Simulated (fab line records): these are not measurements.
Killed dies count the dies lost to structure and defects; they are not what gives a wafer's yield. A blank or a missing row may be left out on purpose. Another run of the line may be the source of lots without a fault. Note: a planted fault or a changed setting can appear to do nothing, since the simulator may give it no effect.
What tool caused it? || flow gf180mcu || Sampling: 24 lots, 72 wafers, 6 of 602 route steps

== WHAT EACH GAUGE READ, for each wafer ==
GF_M5_OVL_MEAS_08. Usual: M5_OVL gives -6 nm (standard deviation 4.3).
{"lot": "L074", "measured": "day 25 23:56", "on": "overlay-02", "M5_OVL (nm)": "-6 -3 -7", "flag": ""}
{"lot": "L075", "measured": "day 26 13:50", "on": "overlay-01", "M5_OVL (nm)": "-2 -10 -2", "flag": ""}
{"lot": "L077", "measured": "day 27 00:25", "on": "overlay-02", "M5_OVL (nm)": "-4 -2 -6", "flag": ""}
{"lot": "L076", "measured": "day 27 05:16", "on": "overlay-02", "M5_OVL (nm)": "-2 -3 -4", "flag": ""}
{"lot": "L078", "measured": "day 27 07:05", "on": "overlay-01", "M5_OVL (nm)": "-7 -4 -6", "flag": ""}
{"lot": "L079", "measured": "day 27 18:26", "on": "overlay-01", "M5_OVL (nm)": "-1 -3 -4", "flag": ""}
{"lot": "L080", "measured": "day 28 14:14", "on": "overlay-02", "M5_OVL (nm)": "-3 -2 -3", "flag": ""}
{"lot": "L081", "measured": "day 28 16:04", "on": "overlay-01", "M5_OVL (nm)": "-15 -10 -11", "flag": ""}
{"lot": "L082", "measured": "day 28 20:23", "on": "overlay-01", "M5_OVL (nm)": "-5 -5 -8", "flag": ""}
{"lot": "L083", "measured": "day 29 01:29", "on": "overlay-01", "M5_OVL (nm)": "-5 -12 -10", "flag": ""}
{"lot": "L084", "measured": "day 29 15:23", "on": "overlay-02", "M5_OVL (nm)": "-7 -6 -9", "flag": ""}
{"lot": "L085", "measured": "day 29 19:04", "on": "overlay-02", "M5_OVL (nm)": "-8 -8 -3", "flag": ""}
{"lot": "L086", "measured": "day 30 03:07", "on": "overlay-02", "M5_OVL (nm)": "-10 -16 -9", "flag": ""}
{"lot": "L087", "measured": "day 30 06:01", "on": "overlay-02", "M5_OVL (nm)": "-9 -8 -13", "flag": ""}
{"lot": "L088", "measured": "day 30 12:10", "on": "overlay-01", "M5_OVL (nm)": "-5 -6 2", "flag": ""}
{"lot": "L089", "measured": "day 30 17:40", "on": "overlay-02", "M5_OVL (nm)": "-7 -7 -5", "flag": ""}
{"lot": "L090", "measured": "day 31 03:31", "on": "overlay-02", "M5_OVL (nm)": "-6 -1 -2", "flag": ""}
{"lot": "L091", "measured": "day 31 11:35", "on": "overlay-02", "M5_OVL (nm)": "-4 -9 -8", "flag": ""}
{"lot": "L092", "measured": "day 31 15:41", "on": "overlay-02", "M5_OVL (nm)": "-8 -9 -4", "flag": ""}
{"lot": "L093", "measured": "day 31 19:01", "on": "overlay-01", "M5_OVL (nm)": "-1 2 -1", "flag": ""}
{"lot": "L094", "measured": "day 32 04:53", "on": "overlay-02", "M5_OVL (nm)": "-8 -8 -13", "flag": ""}
{"lot": "L095", "measured": "day 32 12:32", "on": "overlay-02", "M5_OVL (nm)": "-3 -7 -9", "flag": ""}
{"lot": "L096", "measured": "day 32 19:02", "on": "overlay-01", "M5_OVL (nm)": "-8 -14 -11", "flag": ""}
{"lot": "L097", "measured": "day 32 22:04", "on": "overlay-02", "M5_OVL (nm)": "-1 -8 -5", "flag": ""}

GF_TOP_METAL_RS_MEAS_05: the measuring method here is four-point-probe. Usual: TOP_METAL_ALCU_RS gives 0.0329 ohm/sq (standard deviation 0.00031).
{"lot": "L074", "measured": "day 27 00:10", "on": "film-metro-02", "TOP_METAL_ALCU_RS (ohm/sq)": "0.0329 0.0330 0.0327", "flag": ""}
{"lot": "L075", "measured": "day 27 14:39", "on": "film-metro-04", "TOP_METAL_ALCU_RS (ohm/sq)": "0.0329 0.0327 0.0331", "flag": ""}
{"lot": "L077", "measured": "day 28 00:07", "on": "film-metro-04", "TOP_METAL_ALCU_RS (ohm/sq)": "0.0324 0.0329 0.0324", "flag": ""}
{"lot": "L076", "measured": "day 28 04:40", "on": "film-metro-02", "TOP_METAL_ALCU_RS (ohm/sq)": "0.0329 0.0333 0.0326", "flag": ""}
{"lot": "L078", "measured": "day 28 06:52", "on": "film-metro-02", "TOP_METAL_ALCU_RS (ohm/sq)": "0.0331 0.0334 0.0332", "flag": ""}
{"lot": "L079", "measured": "day 28 16:34", "on": "film-metro-02", "TOP_METAL_ALCU_RS (ohm/sq)": "0.0326 0.0327 0.0325", "flag": ""}
{"lot": "L080", "measured": "day 29 12:55", "on": "film-metro-04", "TOP_METAL_ALCU_RS (ohm/sq)": "0.0332 0.0331 0.0325", "flag": ""}
{"lot": "L081", "measured": "day 29 14:23", "on": "film-metro-02", "TOP_METAL_ALCU_RS (ohm/sq)": "0.0332 0.0326 0.0327", "flag": ""}
{"lot": "L082", "measured": "day 29 18:39", "on": "film-metro-02", "TOP_METAL_ALCU_RS (ohm/sq)": "0.0328 0.0326 0.0328", "flag": ""}
{"lot": "L083", "measured": "day 29 23:10", "on": "film-metro-04", "TOP_METAL_ALCU_RS (ohm/sq)": "0.0324 0.0330 0.0326", "flag": ""}
{"lot": "L084", "measured": "day 30 13:20", "on": "film-metro-02", "TOP_METAL_ALCU_RS (ohm/sq)": "0.0336 0.0330 0.0331", "flag": ""}
{"lot": "L085", "measured": "day 30 16:29", "on": "film-metro-02", "TOP_METAL_ALCU_RS (ohm/sq)": "0.0329 0.0323 0.0332", "flag": ""}
{"lot": "L086", "measured": "day 31 00:29", "on": "film-metro-04", "TOP_METAL_ALCU_RS (ohm/sq)": "0.0330 0.0326 0.0328", "flag": ""}
{"lot": "L087", "measured": "day 31 03:19", "on": "film-metro-03", "TOP_METAL_ALCU_RS (ohm/sq)": "0.0329 0.0331 0.0328", "flag": ""}
{"lot": "L088", "measured": "day 31 09:22", "on": "film-metro-04", "TOP_METAL_ALCU_RS (ohm/sq)": "0.0328 0.0328 0.0328", "flag": ""}
{"lot": "L089", "measured": "day 31 14:39", "on": "film-metro-04", "TOP_METAL_ALCU_RS (ohm/sq)": "0.0331 0.0326 0.0330", "flag": ""}
{"lot": "L090", "measured": "day 31 23:25", "on": "film-metro-03", "TOP_METAL_ALCU_RS (ohm/sq)": "0.0328 0.0330 0.0328", "flag": ""}
{"lot": "L091", "measured": "day 32 07:35", "on": "film-metro-02", "TOP_METAL_ALCU_RS (ohm/sq)": "0.0327 0.0325 0.0328", "flag": ""}
{"lot": "L092", "measured": "day 32 11:38", "on": "film-metro-03", "TOP_METAL_ALCU_RS (ohm/sq)": "0.0333 0.0331 0.0335", "flag": ""}
{"lot": "L093", "measured": "day 32 14:55", "on": "film-metro-03", "TOP_METAL_ALCU_RS (ohm/sq)": "0.0326 0.0331 0.0330", "flag": ""}
{"lot": "L094", "measured": "day 33 00:24", "on": "film-metro-02", "TOP_METAL_ALCU_RS (ohm/sq)": "0.0335 0.0332 0.0329", "flag": ""}
{"lot": "L095", "measured": "day 33 07:37", "on": "film-metro-03", "TOP_METAL_ALCU_RS (ohm/sq)": "0.0324 0.0322 0.0326", "flag": ""}
{"lot": "L096", "measured": "day 33 13:34", "on": "film-metro-04", "TOP_METAL_ALCU_RS (ohm/sq)": "0.0333 0.0334 0.0332", "flag": ""}
{"lot": "L097", "measured": "day 33 17:22", "on": "film-metro-04", "TOP_METAL_ALCU_RS (ohm/sq)": "0.0331 0.0327 0.0328", "flag": ""}

== WHAT TOOL EACH LOT RAN ON (gives the tool, then ch and the chambers of the sampled wafers, and finally the start) ==
{"lot": "L074", "GF_V1_SPUTTER_21": "pvd-sputter-01, day 17 20:14", "GF_V1_SPUTTER_22": "pvd-sputter-01, day 17 20:18", "GF_V4_STRIP_18": "plasma-asher-02 ch 0,1, day 24 02:35", "GF_V5_CVD_02": "pecvd-01 ch 1,2, day 26 00:46"}
{"lot": "L075", "GF_V1_SPUTTER_21": "pvd-sputter-01, day 18 12:29", "GF_V1_SPUTTER_22": "pvd-sputter-01, day 18 12:32", "GF_V4_STRIP_18": "plasma-asher-01 ch 0,1, day 24 17:25", "GF_V5_CVD_02": "pecvd-01 ch 0,1,2, day 26 14:38"}
{"lot": "L077", "GF_V1_SPUTTER_21": "pvd-sputter-03, day 18 22:29", "GF_V1_SPUTTER_22": "pvd-sputter-03, day 18 22:32", "GF_V4_STRIP_18": "plasma-asher-02 ch 0,1, day 25 04:08", "GF_V5_CVD_02": "pecvd-03 ch 0,1, day 27 01:15"}
{"lot": "L076", "GF_V1_SPUTTER_21": "pvd-sputter-01, day 19 05:35", "GF_V1_SPUTTER_22": "pvd-sputter-01, day 19 05:38", "GF_V4_STRIP_18": "plasma-asher-01 ch 0,1, day 25 08:35", "GF_V5_CVD_02": "pecvd-01 ch 1,2, day 27 06:06"}
{"lot": "L078", "GF_V1_SPUTTER_21": "pvd-sputter-03, day 19 09:13", "GF_V1_SPUTTER_22": "pvd-sputter-03, day 19 09:16", "GF_V4_STRIP_18": "plasma-asher-01 ch 0,1, day 25 11:31", "GF_V5_CVD_02": "pecvd-02 ch 0,2, day 27 07:55"}
{"lot": "L079", "GF_V1_SPUTTER_21": "pvd-sputter-01, day 19 20:58", "GF_V1_SPUTTER_22": "pvd-sputter-01, day 19 21:02", "GF_V4_STRIP_18": "plasma-asher-02 ch 0,1, day 25 21:59", "GF_V5_CVD_02": "pecvd-03 ch 0,1, day 27 19:23"}
{"lot": "L080", "GF_V1_SPUTTER_21": "pvd-sputter-04, day 20 20:43", "GF_V1_SPUTTER_22": "pvd-sputter-04, day 20 20:47", "GF_V4_STRIP_18": "plasma-asher-04 ch 0,1, day 26 19:35", "GF_V5_CVD_02": "pecvd-01 ch 0,1, day 28 15:05"}
{"lot": "L081", "GF_V1_SPUTTER_21": "pvd-sputter-04, day 20 22:36", "GF_V1_SPUTTER_22": "pvd-sputter-04, day 20 22:40", "GF_V4_STRIP_18": "plasma-asher-01 ch 0,1, day 26 21:37", "GF_V5_CVD_02": "pecvd-03 ch 1,2, day 28 17:01"}
{"lot": "L082", "GF_V1_SPUTTER_21": "pvd-sputter-01, day 21 05:01", "GF_V1_SPUTTER_22": "pvd-sputter-01, day 21 05:04", "GF_V4_STRIP_18": "plasma-asher-04 ch 0,1, day 27 02:32", "GF_V5_CVD_02": "pecvd-03 ch 0,1,2, day 28 21:13"}
{"lot": "L083", "GF_V1_SPUTTER_21": "pvd-sputter-03, day 21 10:42", "GF_V1_SPUTTER_22": "pvd-sputter-03, day 21 10:46", "GF_V4_STRIP_18": "plasma-asher-04 ch 0,1, day 27 07:23", "GF_V5_CVD_02": "pecvd-01 ch 0,1,2, day 29 02:26"}
{"lot": "L084", "GF_V1_SPUTTER_21": "pvd-sputter-01, day 22 05:22", "GF_V1_SPUTTER_22": "pvd-sputter-01, day 22 05:26", "GF_V4_STRIP_18": "plasma-asher-02 ch 0,1, day 28 00:02", "GF_V5_CVD_02": "pecvd-03 ch 1,2, day 29 16:22"}
{"lot": "L085", "GF_V1_SPUTTER_21": "pvd-sputter-03, day 22 07:01", "GF_V1_SPUTTER_22": "pvd-sputter-03, day 22 07:05", "GF_V4_STRIP_18": "plasma-asher-04 ch 0,1, day 28 02:29", "GF_V5_CVD_02": "pecvd-02 ch 0,1, day 29 20:02"}
{"lot": "L086", "GF_V1_SPUTTER_21": "pvd-sputter-04, day 22 14:41", "GF_V1_SPUTTER_22": "pvd-sputter-04, day 22 14:44", "GF_V4_STRIP_18": "plasma-asher-04 ch 0,1, day 28 11:02", "GF_V5_CVD_02": "pecvd-01 ch 0,1,2, day 30 04:25"}
{"lot": "L087", "GF_V1_SPUTTER_21": "pvd-sputter-03, day 22 22:28", "GF_V1_SPUTTER_22": "pvd-sputter-03, day 22 22:32", "GF_V4_STRIP_18": "plasma-asher-02 ch 0,1, day 28 13:41", "GF_V5_CVD_02": "pecvd-01 ch 1,2, day 30 07:19"}
{"lot": "L088", "GF_V1_SPUTTER_21": "pvd-sputter-04, day 23 06:02", "GF_V1_SPUTTER_22": "pvd-sputter-04, day 23 06:06", "GF_V4_STRIP_18": "plasma-asher-02 ch 0,1, day 28 20:40", "GF_V5_CVD_02": "pecvd-03 ch 0,1,2, day 30 13:10"}
{"lot": "L089", "GF_V1_SPUTTER_21": "pvd-sputter-01, day 23 13:31", "GF_V1_SPUTTER_22": "pvd-sputter-01, day 23 13:34", "GF_V4_STRIP_18": "plasma-asher-04 ch 0,1, day 29 03:20", "GF_V5_CVD_02": "pecvd-02 ch 0,1,2, day 30 18:37"}
{"lot": "L090", "GF_V1_SPUTTER_21": "pvd-sputter-04, day 23 23:31", "GF_V1_SPUTTER_22": "pvd-sputter-04, day 23 23:34", "GF_V4_STRIP_18": "plasma-asher-04 ch 0,1, day 29 12:32", "GF_V5_CVD_02": "pecvd-03 ch 0,2, day 31 04:23"}
{"lot": "L091", "GF_V1_SPUTTER_21": "pvd-sputter-03, day 24 08:16", "GF_V1_SPUTTER_22": "pvd-sputter-03, day 24 08:19", "GF_V4_STRIP_18": "plasma-asher-04 ch 0,1, day 29 21:29", "GF_V5_CVD_02": "pecvd-01 ch 0,1,2, day 31 12:25"}
{"lot": "L092", "GF_V1_SPUTTER_21": "pvd-sputter-01, day 24 13:59", "GF_V1_SPUTTER_22": "pvd-sputter-01, day 24 14:02", "GF_V4_STRIP_18": "plasma-asher-01 ch 0,1, day 30 01:37", "GF_V5_CVD_02": "pecvd-01 ch 0,1, day 31 16:35"}
{"lot": "L093", "GF_V1_SPUTTER_21": "pvd-sputter-03, day 24 19:32", "GF_V1_SPUTTER_22": "pvd-sputter-03, day 24 19:36", "GF_V4_STRIP_18": "plasma-asher-01 ch 0,1, day 30 05:52", "GF_V5_CVD_02": "pecvd-02 ch 1,2, day 31 20:00"}
{"lot": "L094", "GF_V1_SPUTTER_21": "pvd-sputter-04, day 25 10:16", "GF_V1_SPUTTER_22": "pvd-sputter-04, day 25 10:20", "GF_V4_STRIP_18": "plasma-asher-02 ch 0,1, day 30 15:55", "GF_V5_CVD_02": "pecvd-03 ch 0,1,2, day 32 05:53"}
{"lot": "L095", "GF_V1_SPUTTER_21": "pvd-sputter-01, day 25 17:14", "GF_V1_SPUTTER_22": "pvd-sputter-01, day 25 17:17", "GF_V4_STRIP_18": "plasma-asher-01 ch 0,1, day 31 00:25", "GF_V5_CVD_02": "pecvd-03 ch 0,2, day 32 13:22"}
{"lot": "L096", "GF_V1_SPUTTER_21": "pvd-sputter-01, day 26 00:58", "GF_V1_SPUTTER_22": "pvd-sputter-01, day 26 01:01", "GF_V4_STRIP_18": "plasma-asher-04 ch 0,1, day 31 08:25", "GF_V5_CVD_02": "pecvd-03 ch 0,1,2, day 32 19:59"}
{"lot": "L097", "GF_V1_SPUTTER_21": "pvd-sputter-01, day 26 05:01", "GF_V1_SPUTTER_22": "pvd-sputter-01, day 26 05:04", "GF_V4_STRIP_18": "plasma-asher-02 ch 0,1, day 31 10:40", "GF_V5_CVD_02": "pecvd-01 ch 1,2, day 32 23:01"}
- GF_V1_SPUTTER_21: material Ti, target thk 15 nm, time 80.02 s.
- GF_V1_SPUTTER_22: material TiN, target thk 10 nm, time 40 s.
- GF_V4_STRIP_18: strips in O2/N2.
- GF_V5_CVD_02: deposits SiO2 from TEOS, target thk 1450 nm, time 163.28 s.

== WHAT THE TOOLS THEMSELVES READ (means of the sampled wafers that have a number; where no wafer has one, the mark that the record gives instead) ==
GF_V1_SPUTTER_21. Usual: 30.3 % for throttle-valve-pct, sd 1.
{"lot": "L074", "tool": "pvd-sputter-01", "throttle-valve-pct (%)": 31.2, "flag": ""}
{"lot": "L075", "tool": "pvd-sputter-01", "throttle-valve-pct (%)": 31.0, "flag": ""}
{"lot": "L077", "tool": "pvd-sputter-03", "throttle-valve-pct (%)": 29.2, "flag": ""}
{"lot": "L076", "tool": "pvd-sputter-01", "throttle-valve-pct (%)": 31.3, "flag": ""}
{"lot": "L078", "tool": "pvd-sputter-03", "throttle-valve-pct (%)": 29.3, "flag": ""}
{"lot": "L079", "tool": "pvd-sputter-01", "throttle-valve-pct (%)": 30.8, "flag": ""}
{"lot": "L080", "tool": "pvd-sputter-04", "throttle-valve-pct (%)": 30.0, "flag": ""}
{"lot": "L081", "tool": "pvd-sputter-04", "throttle-valve-pct (%)": 29.8, "flag": ""}
{"lot": "L082", "tool": "pvd-sputter-01", "throttle-valve-pct (%)": 30.9, "flag": ""}
{"lot": "L083", "tool": "pvd-sputter-03", "throttle-valve-pct (%)": 28.7, "flag": ""}
{"lot": "L084", "tool": "pvd-sputter-01", "throttle-valve-pct (%)": 31.7, "flag": ""}
{"lot": "L085", "tool": "pvd-sputter-03", "throttle-valve-pct (%)": 29.1, "flag": ""}
{"lot": "L086", "tool": "pvd-sputter-04", "throttle-valve-pct (%)": 30.1, "flag": ""}
{"lot": "L087", "tool": "pvd-sputter-03", "throttle-valve-pct (%)": 29.4, "flag": ""}
{"lot": "L088", "tool": "pvd-sputter-04", "throttle-valve-pct (%)": 30.1, "flag": ""}
{"lot": "L089", "tool": "pvd-sputter-01", "throttle-valve-pct (%)": 31.3, "flag": ""}
{"lot": "L090", "tool": "pvd-sputter-04", "throttle-valve-pct (%)": 30.4, "flag": ""}
{"lot": "L091", "tool": "pvd-sputter-03", "throttle-valve-pct (%)": 29.3, "flag": ""}
{"lot": "L092", "tool": "pvd-sputter-01", "throttle-valve-pct (%)": 31.6, "flag": ""}
{"lot": "L093", "tool": "pvd-sputter-03", "throttle-valve-pct (%)": 29.4, "flag": ""}
{"lot": "L094", "tool": "pvd-sputter-04", "throttle-valve-pct (%)": 30.0, "flag": ""}
{"lot": "L095", "tool": "pvd-sputter-01", "throttle-valve-pct (%)": 31.5, "flag": ""}
{"lot": "L096", "tool": "pvd-sputter-01", "throttle-valve-pct (%)": 31.7, "flag": ""}
{"lot": "L097", "tool": "pvd-sputter-01", "throttle-valve-pct (%)": 31.2, "flag": ""}

GF_V1_SPUTTER_22. Usual: 30.3 % for throttle-valve-pct, sd 1.
{"lot": "L074", "tool": "pvd-sputter-01", "throttle-valve-pct (%)": 31.1, "flag": ""}
{"lot": "L075", "tool": "pvd-sputter-01", "throttle-valve-pct (%)": 31.1, "flag": ""}
{"lot": "L077", "tool": "pvd-sputter-03", "throttle-valve-pct (%)": 29.3, "flag": ""}
{"lot": "L076", "tool": "pvd-sputter-01", "throttle-valve-pct (%)": 31.1, "flag": ""}
{"lot": "L078", "tool": "pvd-sputter-03", "throttle-valve-pct (%)": 29.4, "flag": ""}
{"lot": "L079", "tool": "pvd-sputter-01", "throttle-valve-pct (%)": 30.9, "flag": ""}
{"lot": "L080", "tool": "pvd-sputter-04", "throttle-valve-pct (%)": 29.7, "flag": ""}
{"lot": "L081", "tool": "pvd-sputter-04", "throttle-valve-pct (%)": 29.9, "flag": ""}
{"lot": "L082", "tool": "pvd-sputter-01", "throttle-valve-pct (%)": 31.1, "flag": ""}
{"lot": "L083", "tool": "pvd-sputter-03", "throttle-valve-pct (%)": 28.6, "flag": ""}
{"lot": "L084", "tool": "pvd-sputter-01", "throttle-valve-pct (%)": 31.7, "flag": ""}
{"lot": "L085", "tool": "pvd-sputter-03", "throttle-valve-pct (%)": 29.1, "flag": ""}
{"lot": "L086", "tool": "pvd-sputter-04", "throttle-valve-pct (%)": 30.1, "flag": ""}
{"lot": "L087", "tool": "pvd-sputter-03", "throttle-valve-pct (%)": 29.3, "flag": ""}
{"lot": "L088", "tool": "pvd-sputter-04", "throttle-valve-pct (%)": 30.0, "flag": ""}
{"lot": "L089", "tool": "pvd-sputter-01", "throttle-valve-pct (%)": 31.5, "flag": ""}
{"lot": "L090", "tool": "pvd-sputter-04", "throttle-valve-pct (%)": 30.4, "flag": ""}
{"lot": "L091", "tool": "pvd-sputter-03", "throttle-valve-pct (%)": 29.3, "flag": ""}
{"lot": "L092", "tool": "pvd-sputter-01", "throttle-valve-pct (%)": 31.6, "flag": ""}
{"lot": "L093", "tool": "pvd-sputter-03", "throttle-valve-pct (%)": 29.4, "flag": ""}
{"lot": "L094", "tool": "pvd-sputter-04", "throttle-valve-pct (%)": 30.0, "flag": ""}
{"lot": "L095", "tool": "pvd-sputter-01", "throttle-valve-pct (%)": 31.4, "flag": ""}
{"lot": "L096", "tool": "pvd-sputter-01", "throttle-valve-pct (%)": 31.9, "flag": ""}
{"lot": "L097", "tool": "pvd-sputter-01", "throttle-valve-pct (%)": 31.1, "flag": ""}

GF_V4_STRIP_18. Usual: drypump-motor-current-A 5.4 A, standard deviation 0.45; heater-power-w 322 W, standard deviation 38; n2-flow-sccm 300.1 sccm, standard deviation 0.88; oes-product-au 0.593 a.u., standard deviation 0.005.
{"lot": "L074", "tool": "plasma-asher-02", "drypump-motor-current-A (A)": 5.2, "heater-power-w (W)": 295, "n2-flow-sccm (sccm)": 300.0, "oes-product-au (a.u.)": 0.592, "flag": ""}
{"lot": "L075", "tool": "plasma-asher-01", "drypump-motor-current-A (A)": 5.7, "heater-power-w (W)": 317, "n2-flow-sccm (sccm)": 300.5, "oes-product-au (a.u.)": 0.595, "flag": ""}
{"lot": "L077", "tool": "plasma-asher-02", "drypump-motor-current-A (A)": 5.2, "heater-power-w (W)": 287, "n2-flow-sccm (sccm)": 300.2, "oes-product-au (a.u.)": 0.590, "flag": ""}
{"lot": "L076", "tool": "plasma-asher-01", "drypump-motor-current-A (A)": 5.7, "heater-power-w (W)": 314, "n2-flow-sccm (sccm)": 299.9, "oes-product-au (a.u.)": 0.594, "flag": ""}
{"lot": "L078", "tool": "plasma-asher-01", "drypump-motor-current-A (A)": 6.0, "heater-power-w (W)": 313, "n2-flow-sccm (sccm)": 300.0, "oes-product-au (a.u.)": 0.595, "flag": ""}
{"lot": "L079", "tool": "plasma-asher-02", "drypump-motor-current-A (A)": 5.4, "heater-power-w (W)": 282, "n2-flow-sccm (sccm)": 299.9, "oes-product-au (a.u.)": 0.596, "flag": ""}
{"lot": "L080", "tool": "plasma-asher-04", "drypump-motor-current-A (A)": 5.3, "heater-power-w (W)": 354, "n2-flow-sccm (sccm)": 299.7, "oes-product-au (a.u.)": 0.594, "flag": ""}
{"lot": "L081", "tool": "plasma-asher-01", "drypump-motor-current-A (A)": 6.0, "heater-power-w (W)": 314, "n2-flow-sccm (sccm)": 301.2, "oes-product-au (a.u.)": 0.594, "flag": ""}
{"lot": "L082", "tool": "plasma-asher-04", "drypump-motor-current-A (A)": 5.1, "heater-power-w (W)": 366, "n2-flow-sccm (sccm)": 299.9, "oes-product-au (a.u.)": 0.593, "flag": ""}
{"lot": "L083", "tool": "plasma-asher-04", "drypump-motor-current-A (A)": 5.3, "heater-power-w (W)": 349, "n2-flow-sccm (sccm)": 300.9, "oes-product-au (a.u.)": 0.595, "flag": ""}
{"lot": "L084", "tool": "plasma-asher-02", "drypump-motor-current-A (A)": 5.4, "heater-power-w (W)": 277, "n2-flow-sccm (sccm)": 300.5, "oes-product-au (a.u.)": 0.596, "flag": ""}
{"lot": "L085", "tool": "plasma-asher-04", "drypump-motor-current-A (A)": 5.2, "heater-power-w (W)": 352, "n2-flow-sccm (sccm)": 300.3, "oes-product-au (a.u.)": 0.591, "flag": ""}
{"lot": "L086", "tool": "plasma-asher-04", "drypump-motor-current-A (A)": 5.1, "heater-power-w (W)": 363, "n2-flow-sccm (sccm)": 299.4, "oes-product-au (a.u.)": 0.590, "flag": ""}
{"lot": "L087", "tool": "plasma-asher-02", "drypump-motor-current-A (A)": 5.4, "heater-power-w (W)": 277, "n2-flow-sccm (sccm)": 301.0, "oes-product-au (a.u.)": 0.594, "flag": ""}
{"lot": "L088", "tool": "plasma-asher-02", "drypump-motor-current-A (A)": 5.2, "heater-power-w (W)": 293, "n2-flow-sccm (sccm)": 299.6, "oes-product-au (a.u.)": 0.593, "flag": ""}
{"lot": "L089", "tool": "plasma-asher-04", "drypump-motor-current-A (A)": 5.1, "heater-power-w (W)": 367, "n2-flow-sccm (sccm)": 300.4, "oes-product-au (a.u.)": 0.588, "flag": ""}
{"lot": "L090", "tool": "plasma-asher-04", "drypump-motor-current-A (A)": 5.1, "heater-power-w (W)": 365, "n2-flow-sccm (sccm)": 299.6, "oes-product-au (a.u.)": 0.592, "flag": ""}
{"lot": "L091", "tool": "plasma-asher-04", "drypump-motor-current-A (A)": 5.3, "heater-power-w (W)": 348, "n2-flow-sccm (sccm)": 300.9, "oes-product-au (a.u.)": 0.590, "flag": ""}
{"lot": "L092", "tool": "plasma-asher-01", "drypump-motor-current-A (A)": 5.7, "heater-power-w (W)": 318, "n2-flow-sccm (sccm)": 300.4, "oes-product-au (a.u.)": 0.594, "flag": ""}
{"lot": "L093", "tool": "plasma-asher-01", "drypump-motor-current-A (A)": 6.0, "heater-power-w (W)": 311, "n2-flow-sccm (sccm)": 300.9, "oes-product-au (a.u.)": 0.594, "flag": ""}
{"lot": "L094", "tool": "plasma-asher-02", "drypump-motor-current-A (A)": 5.4, "heater-power-w (W)": 281, "n2-flow-sccm (sccm)": 299.4, "oes-product-au (a.u.)": 0.588, "flag": ""}
{"lot": "L095", "tool": "plasma-asher-01", "drypump-motor-current-A (A)": 6.0, "heater-power-w (W)": 320, "n2-flow-sccm (sccm)": 299.7, "oes-product-au (a.u.)": 0.591, "flag": ""}
{"lot": "L096", "tool": "plasma-asher-04", "drypump-motor-current-A (A)": 5.2, "heater-power-w (W)": 347, "n2-flow-sccm (sccm)": 299.5, "oes-product-au (a.u.)": 0.594, "flag": ""}
{"lot": "L097", "tool": "plasma-asher-02", "drypump-motor-current-A (A)": 5.4, "heater-power-w (W)": 279, "n2-flow-sccm (sccm)": 300.0, "oes-product-au (a.u.)": 0.588, "flag": ""}

GF_V5_CVD_02. Usual: heater-power-outer-w 380 W, standard deviation 82; heater-power-w 658 W, standard deviation 110.
{"lot": "L074", "tool": "pecvd-01", "heater-power-outer-w (W)": 448, "heater-power-w (W)": 725, "flag": ""}
{"lot": "L075", "tool": "pecvd-01", "heater-power-outer-w (W)": 482, "heater-power-w (W)": 792, "flag": ""}
{"lot": "L077", "tool": "pecvd-03", "heater-power-outer-w (W)": 304, "heater-power-w (W)": 575, "flag": ""}
{"lot": "L076", "tool": "pecvd-01", "heater-power-outer-w (W)": 410, "heater-power-w (W)": 667, "flag": ""}
{"lot": "L078", "tool": "pecvd-02", "heater-power-outer-w (W)": 355, "heater-power-w (W)": 610, "flag": ""}
{"lot": "L079", "tool": "pecvd-03", "heater-power-outer-w (W)": 292, "heater-power-w (W)": 531, "flag": ""}
{"lot": "L080", "tool": "pecvd-01", "heater-power-outer-w (W)": 368, "heater-power-w (W)": 649, "flag": ""}
{"lot": "L081", "tool": "pecvd-03", "heater-power-outer-w (W)": 297, "heater-power-w (W)": 594, "flag": ""}
{"lot": "L082", "tool": "pecvd-03", "heater-power-outer-w (W)": 362, "heater-power-w (W)": 629, "flag": ""}
{"lot": "L083", "tool": "pecvd-01", "heater-power-outer-w (W)": 411, "heater-power-w (W)": 705, "flag": ""}
{"lot": "L084", "tool": "pecvd-03", "heater-power-outer-w (W)": 325, "heater-power-w (W)": 640, "flag": ""}
{"lot": "L085", "tool": "pecvd-02", "heater-power-outer-w (W)": 314, "heater-power-w (W)": 587, "flag": ""}
{"lot": "L086", "tool": "pecvd-01", "heater-power-outer-w (W)": 406, "heater-power-w (W)": 686, "flag": ""}
{"lot": "L087", "tool": "pecvd-01", "heater-power-outer-w (W)": 424, "heater-power-w (W)": 690, "flag": ""}
{"lot": "L088", "tool": "pecvd-03", "heater-power-outer-w (W)": 328, "heater-power-w (W)": 586, "flag": ""}
{"lot": "L089", "tool": "pecvd-02", "heater-power-outer-w (W)": 355, "heater-power-w (W)": 628, "flag": ""}
{"lot": "L090", "tool": "pecvd-03", "heater-power-outer-w (W)": 352, "heater-power-w (W)": 610, "flag": ""}
{"lot": "L091", "tool": "pecvd-01", "heater-power-outer-w (W)": 454, "heater-power-w (W)": 745, "flag": ""}
{"lot": "L092", "tool": "pecvd-01", "heater-power-outer-w (W)": 395, "heater-power-w (W)": 685, "flag": ""}
{"lot": "L093", "tool": "pecvd-02", "heater-power-outer-w (W)": 409, "heater-power-w (W)": 690, "flag": ""}
{"lot": "L094", "tool": "pecvd-03", "heater-power-outer-w (W)": 286, "heater-power-w (W)": 543, "flag": ""}
{"lot": "L095", "tool": "pecvd-03", "heater-power-outer-w (W)": 373, "heater-power-w (W)": 636, "flag": ""}
{"lot": "L096", "tool": "pecvd-03", "heater-power-outer-w (W)": 350, "heater-power-w (W)": 616, "flag": ""}
{"lot": "L097", "tool": "pecvd-01", "heater-power-outer-w (W)": 403, "heater-power-w (W)": 664, "flag": ""}

== THE ANSWER, worked out from the rows above alone ==
Rule: a lot counts as off when the mean over its wafers that have a number is more than 3 standard deviations away from the usual mean. A lot without any number at a reading at which 4 lots or more have one is off too. Any other lot the step has rows for is counted as sound. Order of review: gauges by route order, followed by the tools' own readings, for which a lot's mean as printed above is used. The first step at which some lot is off is used, and at that step the reading that is off furthest; a lot without a number counts as furthest.
No lot is off on any of the readings shown, so nothing can be concluded from this.

== WHAT WAS PUT IN BY THE SIMULATOR ==
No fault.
